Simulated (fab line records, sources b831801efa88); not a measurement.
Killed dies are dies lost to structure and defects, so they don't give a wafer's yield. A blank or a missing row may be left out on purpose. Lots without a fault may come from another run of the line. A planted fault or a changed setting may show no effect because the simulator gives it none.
Which tool did it? | flow sky130 | 15 lots, 45 wafers sampled, at 5 steps of a route of 708

WHAT THE GAUGES READ, wafer by wafer
SKY_SONOS_TUNNEL_OVL_MEAS_08. Usual: SONOS_TUNNEL_OVL 0.9 nm, standard deviation 1.3.
lot  | measured     | on         | SONOS_TUNNEL_OVL (nm) | flag
L115 | day 12 17:04 | overlay-02 | 0.0 1.0 0.3           |
L116 | day 13 02:41 | overlay-02 | 1.3 1.5 0.6           |
L119 | day 13 16:05 | overlay-02 | 1.9 2.5 0.6           |
L120 | day 13 16:32 | overlay-02 | 0.1 -0.3 -2.1         |
L121 | day 14 07:01 | overlay-02 | 0.2 1.2 2.0           |
L122 | day 14 11:11 | overlay-01 | 0.3 0.6 1.8           |
L124 | day 14 19:11 | overlay-01 | 0.7 0.4 0.7           |
L123 | day 14 19:25 | overlay-01 | 2.2 0.9 2.2           |
L125 | day 15 03:14 | overlay-01 | -0.4 -1.0 0.5         |
L127 | day 16 03:36 | overlay-02 | -0.3 1.5 -0.2         |
L130 | day 16 18:23 | overlay-02 | 2.0 1.0 1.8           |
L132 | day 17 10:35 | overlay-02 | 3.2 5.1 3.6           |
L133 | day 17 18:35 | overlay-02 | 2.1 -1.0 0.5          |
L135 | day 18 10:17 | overlay-02 | -0.5 -0.2 0.0         |
L137 | day 18 19:07 | overlay-02 | 2.5 1.6 2.3           |

SKY_SONOS_ONO_THK_MEAS_03. Usual: SONOS_ONO_CVD_02_THK 10.61 nm, standard deviation 0.14.
lot  | measured     | on            | SONOS_ONO_CVD_02_THK (nm) | flag
L115 | day 13 01:54 | film_metro-04 | 10.81 10.75 10.59         |
L116 | day 13 08:59 | film_metro-02 | 10.54 10.56 10.55         |
L119 | day 13 22:20 | film_metro-04 | 10.70 10.71 10.66         |
L120 | day 13 22:24 | film_metro-02 | 10.66 10.60 10.53         |
L121 | day 14 11:32 | film_metro-02 | 10.64 10.66 10.68         |
L122 | day 14 17:50 | film_metro-02 | 10.28 10.33 10.42         |
L124 | day 15 02:34 | film_metro-02 | 10.38 10.45 10.44         |
L123 | day 15 02:35 | film_metro-04 | 10.29 10.27 10.22         |
L125 | day 15 10:41 | film_metro-03 | 10.67 10.51 10.65         |
L127 | day 16 08:02 | film_metro-02 | 10.86 10.71 10.70         |
L130 | day 17 00:20 | film_metro-02 | 10.72 10.68 10.67         |
L132 | day 17 17:42 | film_metro-03 | 10.45 10.35 10.41         |
L133 | day 18 03:43 | film_metro-04 | 10.58 10.57 10.58         |
L135 | day 18 17:22 | film_metro-02 | 10.48 10.51 10.66         |
L137 | day 18 23:07 | film_metro-03 | 10.76 10.75 10.73         |

SKY_GATE_OXIDE_OVL_MEAS_10. Usual: GATE_OXIDE_OVL 0.6 nm, standard deviation 1.2.
lot  | measured     | on         | GATE_OXIDE_OVL (nm) | flag
L115 | day 15 07:33 | overlay-01 | 1.6 1.9 -0.2        |
L116 | day 15 17:46 | overlay-01 | 2.6 1.6 0.1         |
L119 | day 16 06:07 | overlay-02 | -1.9 -0.6 -1.3      |
L120 | day 16 07:19 | overlay-01 | 0.2 -0.4 -0.6       |
L121 | day 16 20:01 | overlay-02 | 1.6 2.3 -0.8        |
L122 | day 17 03:16 | overlay-01 | 1.4 2.3 1.7         |
L124 | day 17 14:59 | overlay-02 | 0.9 0.5 0.8         |
L123 | day 17 14:47 | overlay-01 | 0.8 0.9 0.8         |
L125 | day 17 21:35 | overlay-01 | 0.4 0.3 -0.9        |
L127 | day 18 23:31 | overlay-01 | -0.1 0.3 0.4        |
L130 | day 19 16:04 | overlay-02 | 1.6 0.9 1.6         |
L132 | day 20 10:13 | overlay-02 | 1.2 1.7 0.8         |
L133 | day 20 20:49 | overlay-02 | 0.1 0.1 0.0         |
L135 | day 21 11:41 | overlay-01 | 0.5 -0.3 -1.5       |
L137 | day 21 15:43 | overlay-02 | -0.6 0.5 -0.7       |

SKY_LDD_LDN_TW_MEAS_13. Usual: LDD_LDN_TW 1453, standard deviation 11.
lot  | measured     | on            | LDD_LDN_TW     | flag
L115 | day 24 16:21 | film_metro-03 | 1455 1456 1454 |
L116 | day 24 21:08 | film_metro-03 | 1461 1455 1459 |
L119 | day 25 11:15 | film_metro-02 | 1478 1474 1471 |
L120 | day 25 12:26 | film_metro-03 | 1450 1454 1454 |
L121 | day 26 00:32 | film_metro-02 | 1460 1461 1464 |
L122 | day 26 10:51 | film_metro-04 | 1449 1451 1448 |
L124 | day 27 00:09 | film_metro-03 | 1462 1464 1460 |
L123 | day 26 23:52 | film_metro-02 | 1460 1467 1455 |
L125 | day 27 04:01 | film_metro-04 | 1440 1436 1446 |
L127 | day 28 04:20 | film_metro-04 | 1441 1446 1436 |
L130 | day 28 17:23 | film_metro-04 | 1437 1437 1436 |
L132 | day 29 10:15 | film_metro-04 | 29 1436 1440   | OFF
L133 | day 29 20:06 | film_metro-03 | 30 30 1463     | OFF
L135 | day 30 10:03 | film_metro-04 | 29 29 1453     | OFF
L137 | day 30 12:03 | film_metro-03 | 1455 1450 1453 |

WHICH TOOL RAN EACH LOT (tool, then ch and the chambers of the sampled wafers, then the start)
lot  | SKY_LDD_LDN_DEVELOP_06
L115 | litho_track-02 ch 0, day 24 15:29
L116 | litho_track-02 ch 0, day 24 20:16
L119 | litho_track-04 ch 0, day 25 10:22
L120 | litho_track-02 ch 0, day 25 11:34
L121 | litho_track-02 ch 0, day 25 23:40
L122 | litho_track-01 ch 0, day 26 09:58
L124 | litho_track-04 ch 0, day 26 23:16
L123 | litho_track-04 ch 0, day 26 22:59
L125 | litho_track-04 ch 0, day 27 03:10
L127 | litho_track-01 ch 0, day 28 03:29
L130 | litho_track-02 ch 0, day 28 16:31
L132 | litho_track-04 ch 0, day 29 09:22
L133 | litho_track-04 ch 0, day 29 19:13
L135 | litho_track-04 ch 0, day 30 09:10
L137 | litho_track-02 ch 0, day 30 11:11
- SKY_LDD_LDN_DEVELOP_06: develop time 60 s.

WHAT THE TOOLS THEMSELVES READ (means of the sampled wafers that have a number; where no wafer has one, the mark that the record gives instead)
SKY_LDD_LDN_DEVELOP_06. Usual: exhaust_pa 45.0 Pa, standard deviation 0.82.
lot  | tool           | exhaust_pa (Pa) | flag
L115 | litho_track-02 | 44.6            |
L116 | litho_track-02 | 44.0            |
L119 | litho_track-04 | 45.0            |
L120 | litho_track-02 | 45.0            |
L121 | litho_track-02 | 45.5            |
L122 | litho_track-01 | 44.7            |
L124 | litho_track-04 | 46.1            |
L123 | litho_track-04 | 44.9            |
L125 | litho_track-04 | 44.1            |
L127 | litho_track-01 | 45.1            |
L130 | litho_track-02 | 45.2            |
L132 | litho_track-04 | 44.6            |
L133 | litho_track-04 | 45.6            |
L135 | litho_track-04 | 45.8            |
L137 | litho_track-02 | 45.9            |

THE ANSWER, worked out from the rows above alone
Rule: a lot is off if the mean of its wafers that have a number lies more than 3 standard deviations from the usual mean. A lot without any number at a reading at which 4 lots or more have one is off too. The other lots that the step has rows for count as sound. The gauges are gone through in route order, then the tools' own readings, and for those a lot's mean is taken as printed above. The first step at which some lot is off is used, and at that step the reading that is off furthest; a lot without a number counts as furthest.
Off: L132, L133, L135, at SKY_LDD_LDN_TW_MEAS_13 (LDD_LDN_TW).
A tool fits if, at a process step before that reading, it ran every lot that is off, and no sound lot after the first of them. The gauges at SKY_LDD_LDN_TW_MEAS_13 are tried like those tools. One fits: litho_track-04 at SKY_LDD_LDN_DEVELOP_06. Its last sound lot is L125 (day 27 03:10), its first lot that is off L132 (day 29 09:22): a fault that began between those two fits.

WHAT THE SIMULATOR HAD PUT IN
Process parameter drift: litho_track-04, from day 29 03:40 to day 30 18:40, at SKY_LDD_LDN_DEVELOP_06. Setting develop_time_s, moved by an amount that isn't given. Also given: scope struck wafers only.
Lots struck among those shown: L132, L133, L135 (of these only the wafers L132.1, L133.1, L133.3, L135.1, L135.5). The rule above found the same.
